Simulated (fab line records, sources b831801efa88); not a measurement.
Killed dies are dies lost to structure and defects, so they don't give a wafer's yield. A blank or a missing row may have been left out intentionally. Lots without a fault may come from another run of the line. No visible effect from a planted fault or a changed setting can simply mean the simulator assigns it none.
fab line records + flow sfq-line
record
- lots=7
- wafers=21
- last-day=92
route steps=325 shown M1@68 I1@73
lots that met no fault: taken from a fault-free run of the same line
start-h: hours from the record's first day to the start of the lot's first wafer shown + wait-h: how many hours have passed since the lot's step before this one + " identical to the entry in the row above + L1.1+2: a single row standing in for several wafers + - no value present, or no start provided + * or withheld: withheld + < > ~ a bound
route shown NAME@n: NAME is a module with steps in the file, n the number in the route of the first one + usual: the fault-free wafers' mean and standard deviation + same: alike in all rows + chamber/n: place in a boat + sites: readings site by site + _std_site: how widely they spread, as a standard deviation + _edge_site: inner sites' mean taken away from outer sites' mean + radius-mm: how far each site lies from the wafer's centre + mask NAME#n: copy n + behind: tool/chamber where the wafer was last shaped + hold: why the lot went on hold/how many hours it stayed there/how the hold came to an end + device: transistor that didn't switch, given as n, p or np + end of line: the tests these same wafers got at the end of their route + a step given without rows: its recipe and nothing more + killed: the dies lost at the first sort to structure and to defects; this is not the yield of the wafer + map: shows each die of a wafer: x if killed, . if not, _ if none is there
set.NAME: the setting that was run; set.NAME@STEP: the one run at that earlier step + model.NAME: the simulator's own value behind a step, which no gauge read
lots at selected steps of the route; one table per step, one row per wafer
services: the hour from which a tool's chamber was out of use, counted from the record's first day as start-h (under 0 if before that day), plus the number of hours and why
## steps
# step SFQ_M1_OVL_MEAS_911
# usual
- M1_OVL=1/5
| lot.wafer | tool       | chamber | start-h | wait-h | M1_OVL[nm] |
|-----------|------------|---------|---------|--------|------------|
| L760.2    | overlay-02 | -       | 434.44  | 0.1    | 2          |
| L760.5    | "          | -       | "       | "      | 8          |
| L760.6    | "          | -       | "       | "      | 5          |
| L763.1    | overlay-01 | -       | 477.77  | 0.1    | 2          |
| L763.3    | "          | -       | "       | "      | -7         |
| L763.6    | "          | -       | "       | "      | -4         |
| L766.1    | overlay-02 | -       | 505.65  | 0.1    | 1          |
| L766.3    | "          | -       | "       | "      | -8         |
| L766.6    | "          | -       | "       | "      | -2         |
| L767.1    | overlay-01 | -       | 515.29  | 0.1    | -1         |
| L767.2    | "          | -       | "       | "      | 3          |
| L767.3    | "          | -       | "       | "      | 3          |
| L768.1    | overlay-02 | -       | 526.05  | 0.1    | -7         |
| L768.4    | "          | -       | "       | "      | 5          |
| L768.6    | "          | -       | "       | "      | 2          |
| L771.1    | overlay-02 | -       | 552.83  | 0.1    | 1          |
| L771.2    | "          | -       | "       | "      | 8          |
| L771.5    | "          | -       | "       | "      | 5          |
| L778.1    | overlay-01 | -       | 763.88  | 0.1    | -6         |
| L778.2    | "          | -       | "       | "      | 7          |
| L778.5    | "          | -       | "       | "      | 8          |
# step SFQ_TRILAYER_M1_BARC_OPEN_METAL_ETCH_054
# recipe
- mask-material=PR
- chemistry=O2
- target-depth-nm=125
- target=BARC
- icp-w=600
- bias-w=80
- pressure-mtorr=10
- time-s=41.7
# usual
- bias-w=79.98/0.24
- drypump-motor-current-A=5.6/0.34
- oes-product-au=0.685/0.0047
| lot.wafer | tool         | chamber | start-h | wait-h | bias-w | drypump-motor-current-A | oes-product-au | rf-hours-counter-h |
|-----------|--------------|---------|---------|--------|--------|-------------------------|----------------|--------------------|
| L760.2    | rie-metal-01 | 1       | 434.47  | 0.0    | 79.75  | 6.0                     | 0.691          | 25                 |
| L760.5    | "            | 0       | "       | "      | 79.90  | 5.3                     | 0.688          | -                  |
| L760.6    | "            | 1       | "       | "      | 79.88  | 6.0                     | 0.686          | -                  |
| L763.1    | rie-metal-01 | 1       | 477.81  | 0.0    | 79.95  | 6.0                     | 0.696          | 32                 |
| L763.3    | "            | 0       | "       | "      | 80.17  | 5.3                     | 0.688          | -                  |
| L763.6    | "            | 0       | "       | "      | 80.06  | 5.3                     | 0.694          | -                  |
| L766.1    | rie-metal-01 | 0       | 505.68  | 0.0    | 80.36  | 5.3                     | 0.681          | 30                 |
| L766.3    | "            | 1       | "       | "      | 80.30  | 6.0                     | 0.681          | -                  |
| L766.6    | "            | 0       | "       | "      | 80.48  | 5.3                     | 0.690          | -                  |
| L767.1    | rie-metal-01 | 1       | 515.32  | 0.0    | 79.92  | 6.0                     | 0.683          | 38                 |
| L767.2    | "            | 0       | "       | "      | 79.97  | 5.3                     | 0.687          | 31                 |
| L767.3    | "            | 0       | "       | "      | 80.04  | 5.3                     | 0.684          | -                  |
| L768.1    | rie-metal-01 | 1       | 526.08  | 0.0    | 80.30  | 6.0                     | 0.687          | 40                 |
| L768.4    | "            | 0       | "       | "      | 79.99  | 5.3                     | 0.682          | -                  |
| L768.6    | "            | 0       | "       | "      | 79.94  | 5.3                     | 0.689          | -                  |
| L771.1    | rie-metal-03 | 0       | 552.87  | 0.0    | 80.12  | 5.9                     | 0.689          | 97                 |
| L771.2    | "            | 1       | "       | "      | 79.71  | 5.2                     | 0.683          | 78                 |
| L771.5    | "            | 1       | "       | "      | 79.94  | 5.2                     | 0.679          | -                  |
| L778.1    | rie-metal-03 | 0       | 763.91  | 0.0    | 79.69  | 5.9                     | 0.684          | 124                |
| L778.2    | "            | 1       | "       | "      | 80.00  | 5.2                     | 0.685          | 103                |
| L778.5    | "            | 1       | "       | "      | 80.04  | 5.2                     | 0.685          | -                  |
# step SFQ_TRILAYER_M1_ETCH_METAL_ETCH_042
# recipe
- target=Nb
- stop-on=SiO2
- mask-material=PR
- chemistry=Cl2/Ar
- target-depth-nm=240
- icp-w=600
- bias-w=80
- pressure-mtorr=10
- time-s=120
# usual
- bias-w=80.00/0.22
- drypump-motor-current-A=5.6/0.35
- oes-product-au=0.898/0.0088
| lot.wafer | tool         | chamber | start-h | wait-h | bias-w | drypump-motor-current-A | oes-product-au | rf-hours-counter-h |
|-----------|--------------|---------|---------|--------|--------|-------------------------|----------------|--------------------|
| L760.2    | rie-metal-01 | 1       | 434.53  | 0.0    | 79.96  | 6.0                     | 0.893          | 25                 |
| L760.5    | "            | 0       | "       | "      | 79.86  | 5.3                     | 0.889          | -                  |
| L760.6    | "            | 1       | "       | "      | 79.99  | 6.0                     | 0.878          | -                  |
| L763.1    | rie-metal-01 | 1       | 477.87  | 0.0    | 79.90  | 6.0                     | 0.908          | 32                 |
| L763.3    | "            | 0       | "       | "      | 79.90  | 5.3                     | 0.901          | -                  |
| L763.6    | "            | 0       | "       | "      | 80.00  | 5.3                     | 0.905          | -                  |
| L766.1    | rie-metal-01 | 0       | 505.74  | 0.0    | 79.97  | 5.3                     | 0.887          | 30                 |
| L766.3    | "            | 1       | "       | "      | 79.75  | 6.0                     | 0.909          | -                  |
| L766.6    | "            | 0       | "       | "      | 80.38  | 5.3                     | 0.898          | -                  |
| L767.1    | rie-metal-01 | 1       | 515.38  | 0.0    | 79.90  | 6.0                     | 0.904          | 38                 |
| L767.2    | "            | 0       | "       | "      | 80.26  | 5.3                     | 0.885          | 31                 |
| L767.3    | "            | 0       | "       | "      | 79.77  | 5.3                     | 0.890          | -                  |
| L768.1    | rie-metal-01 | 1       | 526.14  | 0.0    | 80.07  | 6.0                     | 0.882          | 40                 |
| L768.4    | "            | 0       | "       | "      | 79.92  | 5.3                     | 0.903          | -                  |
| L768.6    | "            | 0       | "       | "      | 79.86  | 5.3                     | 0.882          | -                  |
| L771.1    | rie-metal-03 | 0       | 552.93  | 0.0    | 79.97  | 6.0                     | 0.901          | 97                 |
| L771.2    | "            | 1       | "       | "      | 79.86  | 5.2                     | 0.896          | 78                 |
| L771.5    | "            | 1       | "       | "      | 80.11  | 5.1                     | 0.894          | -                  |
| L778.1    | rie-metal-03 | 0       | 763.97  | 0.0    | 80.08  | 5.9                     | 0.903          | 124                |
| L778.2    | "            | 1       | "       | "      | 79.70  | 5.2                     | 0.906          | 103                |
| L778.5    | "            | 1       | "       | "      | 79.97  | 5.2                     | 0.900          | -                  |
# step SFQ_TRILAYER_M1_STRIP_STRIP_043
# recipe
- gas=O2
- power-w=200
- platen-temp-c=40
- overash-fraction=0.65
- chemistry=O2
- pressure-mtorr=50
# usual
- drypump-motor-current-A=5.6/0.34
- oes-product-au=1.002/0.013
| lot.wafer | tool         | chamber | start-h | wait-h | drypump-motor-current-A | oes-product-au | rf-hours-counter-h |
|-----------|--------------|---------|---------|--------|-------------------------|----------------|--------------------|
| L760.2    | rie-metal-01 | 1       | 434.66  | 0.1    | 6.0                     | 0.990          | 25                 |
| L760.5    | "            | 0       | "       | "      | 5.3                     | 0.991          | -                  |
| L760.6    | "            | 1       | "       | "      | 6.0                     | 0.990          | -                  |
| L763.1    | rie-metal-01 | 1       | 477.99  | 0.1    | 6.0                     | 1.004          | 32                 |
| L763.3    | "            | 0       | "       | "      | 5.3                     | 1.013          | -                  |
| L763.6    | "            | 0       | "       | "      | 5.3                     | 1.014          | -                  |
| L766.1    | rie-metal-01 | 0       | 505.87  | 0.1    | 5.3                     | 0.999          | 30                 |
| L766.3    | "            | 1       | "       | "      | 6.0                     | 1.006          | -                  |
| L766.6    | "            | 0       | "       | "      | 5.3                     | 0.995          | -                  |
| L767.1    | rie-metal-01 | 1       | 515.51  | 0.1    | 6.0                     | 0.990          | 39                 |
| L767.2    | "            | 0       | "       | "      | 5.3                     | 0.995          | 32                 |
| L767.3    | "            | 0       | "       | "      | 5.3                     | 0.971          | -                  |
| L768.1    | rie-metal-01 | 1       | 526.27  | 0.1    | 6.0                     | 1.005          | 40                 |
| L768.4    | "            | 0       | "       | "      | 5.3                     | 1.001          | -                  |
| L768.6    | "            | 0       | "       | "      | 5.3                     | 1.004          | -                  |
| L771.1    | rie-metal-03 | 0       | 553.05  | 0.1    | 5.9                     | 1.029          | 97                 |
| L771.2    | "            | 1       | "       | "      | 5.2                     | 1.003          | 78                 |
| L771.5    | "            | 1       | "       | "      | 5.1                     | 1.006          | -                  |
| L778.1    | rie-metal-03 | 0       | 764.10  | 0.1    | 5.9                     | 1.024          | 124                |
| L778.2    | "            | 1       | "       | "      | 5.2                     | 1.006          | 103                |
| L778.5    | "            | 1       | "       | "      | 5.2                     | 1.002          | -                  |
# step SFQ_TRILAYER_M1_STRIP_SOLV_CLEAN_044
# recipe
- chemistry=NMP
- temp-c=70
- time-s=600
# step SFQ_TRILAYER_I1_DEP_PECVD_045
# recipe
- material=SiO2
- temp-c=150
- time-s=111.11
- pressure-torr=2.4
- rf-w=183.3
- precursor=SiH4/N2O
- target-thk-nm=500
# usual
- heater-power-w=82/14
- throttle-valve-pct=24.2/0.98
| lot.wafer | tool     | chamber | start-h | wait-h | heater-power-w | throttle-valve-pct |
|-----------|----------|---------|---------|--------|----------------|--------------------|
| L760.2    | pecvd-03 | 2       | 435.43  | 0.0    | 80             | 25.5               |
| L760.5    | "        | 0       | "       | "      | 92             | 24.2               |
| L760.6    | "        | 2       | "       | "      | 85             | 25.7               |
| L763.1    | pecvd-02 | 1       | 478.77  | 0.0    | 65             | 23.0               |
| L763.3    | "        | 2       | "       | "      | 65             | 22.5               |
| L763.6    | "        | 1       | "       | "      | 53             | 23.0               |
| L766.1    | pecvd-02 | 2       | 506.64  | 0.0    | 69             | 22.7               |
| L766.3    | "        | 0       | "       | "      | 79             | 23.8               |
| L766.6    | "        | 0       | "       | "      | 82             | 23.9               |
| L767.1    | pecvd-02 | 1       | 516.28  | 0.0    | 55             | 23.2               |
| L767.2    | "        | 0       | "       | "      | 88             | 23.9               |
| L767.3    | "        | 2       | "       | "      | 71             | 22.7               |
| L768.1    | pecvd-03 | 0       | 527.04  | 0.0    | 104            | 24.2               |
| L768.4    | "        | 2       | "       | "      | 84             | 25.6               |
| L768.6    | "        | 1       | "       | "      | 91             | 24.4               |
| L771.1    | pecvd-01 | 1       | 553.83  | 0.0    | 77             | 23.9               |
| L771.2    | "        | 0       | "       | "      | 76             | 25.1               |
| L771.5    | "        | 1       | "       | "      | 62             | 23.7               |
| L778.1    | pecvd-03 | 2       | 764.87  | 0.0    | 94             | 25.6               |
| L778.2    | "        | 1       | "       | "      | 95             | 24.9               |
| L778.5    | "        | 2       | "       | "      | 80             | 25.8               |
# step SFQ_TRILAYER_I1_CMP_CMP_046
# recipe
- material=SiO2
- down-force-psi=3
- platen-rpm=60
- pad-velocity-m-s=0.94248
# step SFQ_I1_BOW_MEAS_912
# recipe
- mode=bow
# usual
- I1_BOW=2/6.6
| lot.wafer | tool          | chamber | start-h | wait-h | I1_BOW[um] |
|-----------|---------------|---------|---------|--------|------------|
| L760.2    | film-metro-03 | -       | 439.13  | 1.5    | 10         |
| L760.5    | "             | -       | "       | "      | -6         |
| L760.6    | "             | -       | "       | "      | -5         |
| L763.1    | film-metro-04 | -       | 490.05  | 1.5    | 7          |
| L763.3    | "             | -       | "       | "      | 8          |
| L763.6    | "             | -       | "       | "      | -1         |
| L766.1    | film-metro-04 | -       | 510.25  | 2.0    | 2          |
| L766.3    | "             | -       | "       | "      | -5         |
| L766.6    | "             | -       | "       | "      | -8         |
| L767.1    | film-metro-02 | -       | 519.36  | 2.0    | -4         |
| L767.2    | "             | -       | "       | "      | 0          |
| L767.3    | "             | -       | "       | "      | 2          |
| L768.1    | film-metro-04 | -       | 530.12  | 2.5    | -2         |
| L768.4    | "             | -       | "       | "      | -1         |
| L768.6    | "             | -       | "       | "      | -11        |
| L771.1    | film-metro-03 | -       | 556.91  | 2.0    | 5          |
| L771.2    | "             | -       | "       | "      | 0          |
| L771.5    | "             | -       | "       | "      | 1          |
| L778.1    | film-metro-03 | -       | 773.95  | 1.0    | 3          |
| L778.2    | "             | -       | "       | "      | 13         |
| L778.5    | "             | -       | "       | "      | 8          |
# step SFQ_TRILAYER_I1_METRO_MEASURE_047
# step SFQ_TRILAYER_I1_VIA_LITHO_COAT_054
# recipe
- resist=BARC
- spin-rpm=3000
- resist-thk-nm=62
# step SFQ_TRILAYER_I1_VIA_LITHO_COAT_049
# recipe
- resist=KrF
- spin-rpm=3000
- resist-thk-nm=650
# step SFQ_TRILAYER_I1_VIA_LITHO_SOFTBAKE_053
# recipe
- temp-c=withheld
- time-s=withheld
- resist=KrF
# step SFQ_TRILAYER_I1_VIA_LITHO_EXPOSE_050
# recipe
- mask-id=I1
- na=0.6
- source-shape=conventional
- sigma-outer=0.65
- target-cd-nm=500
- dose-mj=21.3
# usual
- exposure-dose-mJ-cm2=21.305/0.02
- reticle-temp-C=22.99/0.12
# same
- sigma-outer=0.65
| lot.wafer | tool           | chamber | start-h | wait-h | mask | exposure-dose-mJ-cm2 | reticle-temp-C |
|-----------|----------------|---------|---------|--------|------|----------------------|----------------|
| L760.2    | krf-scanner-01 | 0       | 599.53  | -      | I1#0 | 21.337               | 23.06          |
| L760.5    | "              | 0       | "       | "      | I1#0 | 21.337               | 22.84          |
| L760.6    | "              | 0       | "       | "      | I1#0 | 21.312               | 22.86          |
| L763.1    | krf-scanner-02 | 0       | 645.06  | -      | I1#0 | 21.347               | 23.10          |
| L763.3    | "              | 0       | "       | "      | I1#0 | 21.357               | 23.06          |
| L763.6    | "              | 0       | "       | "      | I1#0 | 21.326               | 22.99          |
| L766.1    | krf-scanner-02 | 0       | 666.91  | -      | I1#0 | 21.933               | 23.07          |
| L766.3    | "              | 0       | "       | "      | I1#0 | 21.928               | 23.07          |
| L766.6    | "              | 0       | "       | "      | I1#0 | 21.905               | 22.95          |
| L767.1    | krf-scanner-02 | 0       | 674.11  | -      | I1#0 | 21.938               | 23.14          |
| L767.2    | "              | 0       | "       | "      | I1#0 | 21.953               | 22.90          |
| L767.3    | "              | 0       | "       | "      | I1#0 | 21.954               | 23.02          |
| L768.1    | krf-scanner-02 | 0       | 684.91  | -      | I1#0 | 21.916               | 23.02          |
| L768.4    | "              | 0       | "       | "      | I1#0 | 21.930               | 23.11          |
| L768.6    | "              | 0       | "       | "      | I1#0 | 21.912               | 22.81          |
| L771.1    | krf-scanner-01 | 0       | 715.58  | -      | I1#0 | 21.303               | 22.94          |
| L771.2    | "              | 0       | "       | "      | I1#0 | 21.279               | 22.93          |
| L771.5    | "              | 0       | "       | "      | I1#0 | 21.310               | 22.79          |
| L778.1    | krf-scanner-01 | 0       | 928.45  | -      | I1#0 | 21.316               | 23.03          |
| L778.2    | "              | 0       | "       | "      | I1#0 | 21.283               | 22.96          |
| L778.5    | "              | 0       | "       | "      | I1#0 | 21.277               | 22.98          |
# step SFQ_TRILAYER_I1_VIA_LITHO_PEB_052
# recipe
- peb-temp-c=115
- peb-time-s=60
- resist=KrF
# step SFQ_TRILAYER_I1_VIA_LITHO_DEVELOP_051
# recipe
- time-s=60
- resist=KrF
# step SFQ_I1_OVL_MEAS_913
# usual
- I1_OVL=3/5.3
| lot.wafer | tool       | chamber | start-h | wait-h | I1_OVL[nm] |
|-----------|------------|---------|---------|--------|------------|
| L760.2    | overlay-02 | -       | 600.84  | 0.1    | -5         |
| L760.5    | "          | -       | "       | "      | 3          |
| L760.6    | "          | -       | "       | "      | -11        |
| L763.1    | overlay-01 | -       | 646.56  | 0.1    | -4         |
| L763.3    | "          | -       | "       | "      | -6         |
| L763.6    | "          | -       | "       | "      | -2         |
| L766.1    | overlay-01 | -       | 668.41  | 0.1    | -4         |
| L766.3    | "          | -       | "       | "      | -2         |
| L766.6    | "          | -       | "       | "      | -1         |
| L767.1    | overlay-02 | -       | 675.61  | 0.1    | 10         |
| L767.2    | "          | -       | "       | "      | 3          |
| L767.3    | "          | -       | "       | "      | 9          |
| L768.1    | overlay-01 | -       | 686.41  | 0.1    | -1         |
| L768.4    | "          | -       | "       | "      | 5          |
| L768.6    | "          | -       | "       | "      | 3          |
| L771.1    | overlay-01 | -       | 717.08  | 0.1    | -5         |
| L771.2    | "          | -       | "       | "      | 3          |
| L771.5    | "          | -       | "       | "      | -5         |
| L778.1    | overlay-02 | -       | 929.95  | 0.1    | -3         |
| L778.2    | "          | -       | "       | "      | -8         |
| L778.5    | "          | -       | "       | "      | 1          |
# step SFQ_TRILAYER_I1_VIA_BARC_OPEN_VIA_ETCH_071
# recipe
- mask-material=PR
- chemistry=O2
- target-depth-nm=125
- target=BARC
- source-w=500
- bias-w=80
- pressure-mtorr=30
- time-s=41.7
# usual
- bias-w=80.04/0.22
- drypump-motor-current-A=5.4/0.36
- oes-product-au=0.685/0.005
| lot.wafer | tool        | chamber | start-h | wait-h | bias-w | drypump-motor-current-A | oes-product-au | rf-hours-counter-h | model.I1.cd-nm |
|-----------|-------------|---------|---------|--------|--------|-------------------------|----------------|--------------------|----------------|
| L760.2    | rie-diel-03 | 1       | 600.87  | 0.0    | 80.24  | 4.8                     | 0.690          | 6                  | 495.9          |
| L760.5    | "           | 0       | "       | "      | 79.91  | 5.3                     | 0.682          | -                  | 496.1          |
| L760.6    | "           | 3       | "       | "      | 79.98  | 5.5                     | 0.677          | -                  | 499.6          |
| L763.1    | rie-diel-04 | 2       | 646.59  | 0.0    | 79.74  | 5.4                     | 0.689          | 6                  | 499.2          |
| L763.3    | "           | 3       | "       | "      | 80.22  | 5.7                     | 0.701          | 4                  | 497.7          |
| L763.6    | "           | 3       | "       | "      | 79.98  | 5.6                     | 0.691          | -                  | 498.6          |
| L766.1    | rie-diel-03 | 2       | 668.44  | 0.0    | 79.62  | 5.1                     | 0.684          | 30                 | 505.4          |
| L766.3    | "           | 0       | "       | "      | 80.08  | 5.3                     | 0.679          | 50                 | 502.6          |
| L766.6    | "           | 2       | "       | "      | 79.88  | 5.1                     | 0.677          | -                  | 507.3          |
| L767.1    | rie-diel-04 | 1       | 675.64  | 0.0    | 79.93  | 5.2                     | 0.682          | 5                  | 501.6          |
| L767.2    | "           | 0       | "       | "      | 80.00  | 5.9                     | 0.683          | 3                  | 501.9          |
| L767.3    | "           | 2       | "       | "      | 80.22  | 5.4                     | 0.689          | 7                  | 499.9          |
| L768.1    | rie-diel-03 | 2       | 686.44  | 0.0    | 79.74  | 5.1                     | 0.682          | 31                 | 506.3          |
| L768.4    | "           | 1       | "       | "      | 80.42  | 4.7                     | 0.692          | 8                  | 502.9          |
| L768.6    | "           | 0       | "       | "      | 80.10  | 5.3                     | 0.689          | -                  | 504            |
| L771.1    | rie-diel-04 | 1       | 717.11  | 0.0    | 80.21  | 5.2                     | 0.686          | 6                  | 497.9          |
| L771.2    | "           | 2       | "       | "      | 80.16  | 5.4                     | 0.677          | 8                  | 497.6          |
| L771.5    | "           | 1       | "       | "      | 79.87  | 5.2                     | 0.686          | -                  | 498.2          |
| L778.1    | rie-diel-03 | 0       | 929.99  | 0.0    | 80.05  | 5.3                     | 0.683          | 2                  | 499.6          |
| L778.2    | "           | 3       | "       | "      | 80.19  | 5.5                     | 0.680          | 1                  | 498.8          |
| L778.5    | "           | 0       | "       | "      | 79.81  | 5.3                     | 0.684          | -                  | 499.1          |
# step SFQ_TRILAYER_I1_VIA_ETCH_VIA_ETCH_052
# recipe
- target=SiO2
- stop-on=Nb
- mask-material=PR
- taper-deg=20
- chemistry=CHF3
- target-depth-nm=260
- source-w=500
- bias-w=80
- pressure-mtorr=30
- time-s=withheld
# usual
- bias-w=79.99/0.28
- drypump-motor-current-A=5.4/0.36
- oes-product-au=0.853/0.0048
| lot.wafer | tool        | chamber | start-h | wait-h | bias-w | drypump-motor-current-A | oes-product-au | model.I1.cd-nm |
|-----------|-------------|---------|---------|--------|--------|-------------------------|----------------|----------------|
| L760.2    | rie-diel-03 | 1       | 600.91  | 0.0    | 80.15  | 4.8                     | 0.847          | 495.4          |
| L760.5    | "           | 0       | "       | "      | 80.11  | 5.3                     | 0.859          | 493.4          |
| L760.6    | "           | 3       | "       | "      | 79.91  | 5.5                     | 0.849          | 501.7          |
| L763.1    | rie-diel-04 | 2       | 646.63  | 0.0    | 80.27  | 5.4                     | 0.853          | 499.4          |
| L763.3    | "           | 3       | "       | "      | 79.59  | 5.6                     | 0.853          | 499.5          |
| L763.6    | "           | 3       | "       | "      | 80.24  | 5.6                     | 0.855          | 499.7          |
| L766.1    | rie-diel-03 | 2       | 668.48  | 0.0    | 79.46  | 5.1                     | 0.856          | 505.2          |
| L766.3    | "           | 0       | "       | "      | 80.46  | 5.3                     | 0.852          | 500.6          |
| L766.6    | "           | 2       | "       | "      | 79.94  | 5.1                     | 0.857          | 507.6          |
| L767.1    | rie-diel-04 | 1       | 675.68  | 0.0    | 80.51  | 5.2                     | 0.856          | 502.1          |
| L767.2    | "           | 0       | "       | "      | 80.08  | 5.9                     | 0.847          | 502.9          |
| L767.3    | "           | 2       | "       | "      | 79.84  | 5.5                     | 0.855          | 501.2          |
| L768.1    | rie-diel-03 | 2       | 686.48  | 0.0    | 80.33  | 5.1                     | 0.859          | 506.3          |
| L768.4    | "           | 1       | "       | "      | 79.84  | 4.8                     | 0.848          | 504.1          |
| L768.6    | "           | 0       | "       | "      | 79.33  | 5.3                     | 0.840          | 502.3          |
| L771.1    | rie-diel-04 | 1       | 717.15  | 0.0    | 79.71  | 5.2                     | 0.850          | 498.3          |
| L771.2    | "           | 2       | "       | "      | 80.36  | 5.5                     | 0.854          | 496.7          |
| L771.5    | "           | 1       | "       | "      | 79.80  | 5.2                     | 0.856          | 499.4          |
| L778.1    | rie-diel-03 | 0       | 930.03  | 0.0    | 80.17  | 5.3                     | 0.847          | 502.1          |
| L778.2    | "           | 3       | "       | "      | 80.28  | 5.5                     | 0.852          | 503.3          |
| L778.5    | "           | 0       | "       | "      | 80.12  | 5.3                     | 0.843          | 502.5          |
# step SFQ_TRILAYER_I1_VIA_STRIP_STRIP_053
# recipe
- gas=O2
- power-w=200
- platen-temp-c=40
- overash-fraction=0.65
- chemistry=O2
- pressure-mtorr=50
# usual
- drypump-motor-current-A=5.6/0.4
- oes-product-au=1.006/0.011
| lot.wafer | tool         | chamber | start-h | wait-h | drypump-motor-current-A | oes-product-au | rf-hours-counter-h |
|-----------|--------------|---------|---------|--------|-------------------------|----------------|--------------------|
| L760.2    | rie-metal-04 | 0       | 601.02  | -      | 5.4                     | 1.022          | 3                  |
| L760.5    | "            | 0       | "       | "      | 5.4                     | 1.021          | -                  |
| L760.6    | "            | 1       | "       | "      | 5.5                     | 1.003          | -                  |
| L763.1    | rie-metal-02 | 1       | 646.75  | -      | 6.3                     | 1.003          | 6                  |
| L763.3    | "            | 1       | "       | "      | 6.3                     | 0.997          | -                  |
| L763.6    | "            | 1       | "       | "      | 6.3                     | 1.009          | -                  |
| L766.1    | rie-metal-04 | 1       | 668.60  | -      | 5.5                     | 1.009          | 114                |
| L766.3    | "            | 1       | "       | "      | 5.5                     | 1.007          | -                  |
| L766.6    | "            | 0       | "       | "      | 5.4                     | 1.000          | -                  |
| L767.1    | rie-metal-02 | 1       | 675.80  | -      | 6.3                     | 1.013          | 10                 |
| L767.2    | "            | 0       | "       | "      | 5.5                     | 1.009          | 135                |
| L767.3    | "            | 1       | "       | "      | 6.3                     | 1.017          | -                  |
| L768.1    | rie-metal-02 | 0       | 686.60  | -      | 5.5                     | 1.016          | 136                |
| L768.4    | "            | 0       | "       | "      | 5.5                     | 1.012          | -                  |
| L768.6    | "            | 0       | "       | "      | 5.5                     | 1.015          | -                  |
| L771.1    | rie-metal-02 | 0       | 717.27  | -      | 5.6                     | 1.015          | 140                |
| L771.2    | "            | 1       | "       | "      | 6.3                     | 1.017          | 15                 |
| L771.5    | "            | 1       | "       | "      | 6.3                     | 1.003          | -                  |
| L778.1    | rie-metal-03 | 1       | 930.14  | -      | 5.1                     | 0.996          | 130                |
| L778.2    | "            | 1       | "       | "      | 5.2                     | 0.996          | -                  |
| L778.5    | "            | 1       | "       | "      | 5.1                     | 0.994          | -                  |
## services
| tool         | chamber | start-h | hours | kind   |
|--------------|---------|---------|-------|--------|
| rie-diel-03  | 0       | 418.95  | 24.7  | repair |
| rie-metal-03 | -       | 440.95  | 0.4   | repair |
| rie-diel-04  | -       | 447.70  | 0.8   | repair |
| rie-metal-03 | -       | 498.78  | 4.6   | repair |
| rie-diel-03  | 3       | 501.05  | 22.1  | repair |
| rie-diel-03  | -       | 509.40  | 0.6   | repair |
| rie-diel-04  | -       | 574.52  | 0.8   | repair |
| rie-diel-03  | 0       | 602.30  | 6.2   | repair |
| rie-diel-03  | 0       | 616.75  | 6.6   | repair |
| rie-diel-04  | 1       | 664.61  | 4.5   | repair |
| rie-diel-04  | -       | 682.44  | 0.2   | repair |
| rie-metal-03 | 1       | 719.63  | 14.9  | repair |
| rie-diel-03  | 1       | 732.19  | 3.9   | repair |
| rie-diel-04  | 0       | 735.01  | 15.6  | repair |
| rie-diel-04  | 1       | 736.22  | 6.3   | repair |
| rie-metal-03 | 0       | 765.70  | 5.8   | repair |
| rie-diel-03  | -       | 767.97  | 0.8   | repair |
| rie-diel-04  | 1       | 800.35  | 4.6   | repair |
| rie-metal-01 | -       | 883.20  | 14.6  | pm     |
| rie-diel-04  | -       | 902.56  | 0.2   | repair |
| rie-diel-04  | 0       | 910.24  | 3.3   | repair |
| rie-diel-04  | 3       | 917.57  | 4.0   | repair |
| rie-metal-03 | 0       | 924.03  | 11.3  | repair |
| rie-diel-03  | -       | 924.76  | 2.8   | pm     |
## key
first-sign
- step=SFQ_TRILAYER_I1_VIA_LITHO_EXPOSE_050
- reading=exposure-dose-mJ-cm2
- direction=up
- sigmas=32
- usual=21.305
- struck=21.930
effect none on later readings
model-effect
- step=SFQ_TRILAYER_I1_VIA_BARC_OPEN_VIA_ETCH_071
- value=I1.cd-nm
- without=498.9
- struck=503.5
model-effect
- step=SFQ_TRILAYER_I1_VIA_ETCH_VIA_ETCH_052
- value=I1.cd-nm
- without=499
- struck=503.6
met-at SFQ_TRILAYER_I1_VIA_LITHO_EXPOSE_050
struck-wafers L766.1,L766.3,L766.6,L767.1,L767.2,L767.3,L768.1,L768.4,L768.6
onset-between 645.06 666.91
fault
- kind=process-parameter-drift
- tool=krf-scanner-02
- chamber=-
- onset-h=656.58
- steps=SFQ_TRILAYER_I1_VIA_LITHO_EXPOSE_050
- channel=dose-mj
- offset=0.62011
- shape=step
- acts-in=these-recipes-only
- stated=21.3
